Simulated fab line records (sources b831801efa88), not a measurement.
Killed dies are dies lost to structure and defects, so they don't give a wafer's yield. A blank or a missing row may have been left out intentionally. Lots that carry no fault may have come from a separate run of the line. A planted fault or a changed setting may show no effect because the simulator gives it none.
Which tool is to blame? + flow sky130 + Sampling: 14 lots, 41 wafers, 3 of 708 route steps

WHAT THE GAUGES SHOWED, per wafer
SKY_FIELD_ISO_BOW_MEAS_00.
| lot  | measured    | on            | INCOMING_BOW (um) |
|------|-------------|---------------|-------------------|
| L652 | day 1 15:01 | film-metro-02 | 3 -5 -1           |
| L653 | day 1 20:00 | film-metro-01 | 6 0 7             |
| L655 | day 2 06:02 | film-metro-01 | -2 5 -1           |
| L656 | day 2 11:00 | film-metro-04 | -4 -4 9           |
| L658 | day 2 21:00 | film-metro-02 | 3 -3 -1           |
| L660 | day 3 07:00 | film-metro-02 | -6 3 -7           |
| L664 | day 4 03:00 | film-metro-01 | 7 -1 3            |
| L665 | day 4 08:01 | film-metro-01 | -1 -8 9           |
| L666 | day 4 13:02 | film-metro-02 | 2 -3 3            |
| L667 | day 4 18:00 | film-metro-01 | -3 0 -8           |
| L668 | day 4 23:02 | film-metro-04 | -9 5 4            |
| L671 | day 5 14:01 | film-metro-04 | 5 -8 -11          |
| L673 | day 6 00:00 | film-metro-01 | 1 -2 -13          |
| L674 | day 6 05:02 | film-metro-01 | 11 3              |

SKY_POLY_GATE_THK_MEAS_01.
| lot  | measured     | on            | POLY_GATE_CVD_00_THK (nm) |
|------|--------------|---------------|---------------------------|
| L652 | day 15 08:12 | film-metro-02 | 183.6 182.0 181.4         |
| L653 | day 15 06:23 | film-metro-02 | 180.5 181.5 181.2         |
| L655 | day 15 20:06 | film-metro-01 | 181.2 180.9 181.8         |
| L656 | day 16 04:10 | film-metro-02 | 180.7 182.0 184.5         |
| L658 | day 17 01:37 | film-metro-01 | 181.0 179.5 179.3         |
| L660 | day 17 10:55 | film-metro-01 | 180.6 181.3 181.7         |
| L664 | day 19 08:14 | film-metro-02 | 182.9 179.8 183.0         |
| L667 | day 20 01:05 | film-metro-03 | 181.3 181.3 181.9         |
| L668 | day 20 09:39 | film-metro-02 | 179.9 180.4 178.7         |
| L671 | day 21 15:43 | film-metro-03 | 181.3 182.9 180.4         |
| L673 | day 22 06:35 | film-metro-01 | 179.6 179.3 178.5         |
| L674 | day 22 08:08 | film-metro-01 | 180.1 180.5               |

WHAT TOOL EACH LOT RAN ON (gives the tool, then ch and the chambers of the sampled wafers, and finally the start)
| lot  | SKY_FIELD_ISO_OXIDATION_22   |
|------|------------------------------|
| L652 | furnace-01 ch 0, day 2 17:29 |
| L653 | furnace-02 ch 0, day 2 20:16 |
| L655 | furnace-01 ch 0, day 3 06:15 |
| L656 | furnace-01 ch 0, day 3 10:41 |
| L658 | furnace-02 ch 0, day 3 21:05 |
| L660 | furnace-02 ch 0, day 4 04:35 |
| L664 | furnace-02 ch 0, day 5 03:49 |
| L665 | furnace-02, day 5 10:39      |
| L666 | furnace-01, day 5 12:09      |
| L667 | furnace-01 ch 0, day 5 17:28 |
| L668 | furnace-01 ch 0, day 5 22:53 |
| L671 | furnace-01 ch 0, day 6 16:15 |
| L673 | furnace-01 ch 0, day 7 00:28 |
| L674 | furnace-02 ch 0, day 7 04:13 |
- SKY_FIELD_ISO_OXIDATION_22: stabilise 600 s, purge 300 s, target thk 10 nm.

WHAT THE TOOLS THEMSELVES READ (means of the sampled wafers that have a number; where no wafer has one, the mark that the record gives instead)
SKY_FIELD_ISO_OXIDATION_22.
| lot  | tool       | ox-temp-c (C) | ox-temp-c-max | spike-tc-upper-C (C) | zone-power-bottom-pct (%) |
|------|------------|---------------|---------------|----------------------|---------------------------|
| L652 | furnace-01 | 949.9         | 952.8         | 950.3                | 27.5                      |
| L653 | furnace-02 | 949.7         | 955.3         | 949.3                | 31.7                      |
| L655 | furnace-01 | 949.8         | 953.2         | 948.7                | 27.8                      |
| L656 | furnace-01 | 950.5         | 954.0         | 949.6                | 27.8                      |
| L658 | furnace-02 | 950.2         | 956.0         | 948.8                | 31.7                      |
| L660 | furnace-02 | 949.8         | 955.9         | 948.6                | 31.8                      |
| L664 | furnace-02 | 950.0         | 956.9         | 949.2                | 31.6                      |
| L665 | furnace-02 | -             | -             | -                    | -                         |
| L666 | furnace-01 | -             | -             | -                    | -                         |
| L667 | furnace-01 | 949.8         | 953.0         | 949.8                | 28.1                      |
| L668 | furnace-01 | 950.1         | 953.3         | 949.5                | 27.9                      |
| L671 | furnace-01 | 949.7         | 953.4         | 950.9                | 27.8                      |
| L673 | furnace-01 | 950.0         | 953.1         | 949.4                | 28.1                      |
| L674 | furnace-02 | 950.0         | 956.0         | 948.1                | 31.6                      |

THE ANSWER, worked out from the rows above alone
Rule: the lots themselves supply what counts as usual. The widest of any qualifying gaps counts: lots, ordered by their means at a reading, are off when they make up no more than a third of the lots, leave a main group of 4 or more, and stand apart from it by 3 or more times the standard deviation of that group's means. A main group whose means are all the same, to the digits that the tables above print for the reading, isn't used. Also off: a lot with no number at a reading for which 4 or more lots have one. Any other lot the step has rows for is counted as sound. The gauges are gone through in route order, then the tools' own readings, and for those a lot's mean is taken as printed above. The first step at which some lot is off is used, and at that step the reading that is off furthest; a lot without a number counts as furthest.
Off: L665, L666 (SKY_FIELD_ISO_OXIDATION_22, ox-temp-c). Without a number there: L665, L666. For the main group the mean is 950.0 C and the standard deviation 0.22.
A tool fits if, at that step or a process step before it, it ran every lot that is off, and no sound lot after the first of them. None of those tried fits.

WHAT WAS PUT IN BY THE SIMULATOR
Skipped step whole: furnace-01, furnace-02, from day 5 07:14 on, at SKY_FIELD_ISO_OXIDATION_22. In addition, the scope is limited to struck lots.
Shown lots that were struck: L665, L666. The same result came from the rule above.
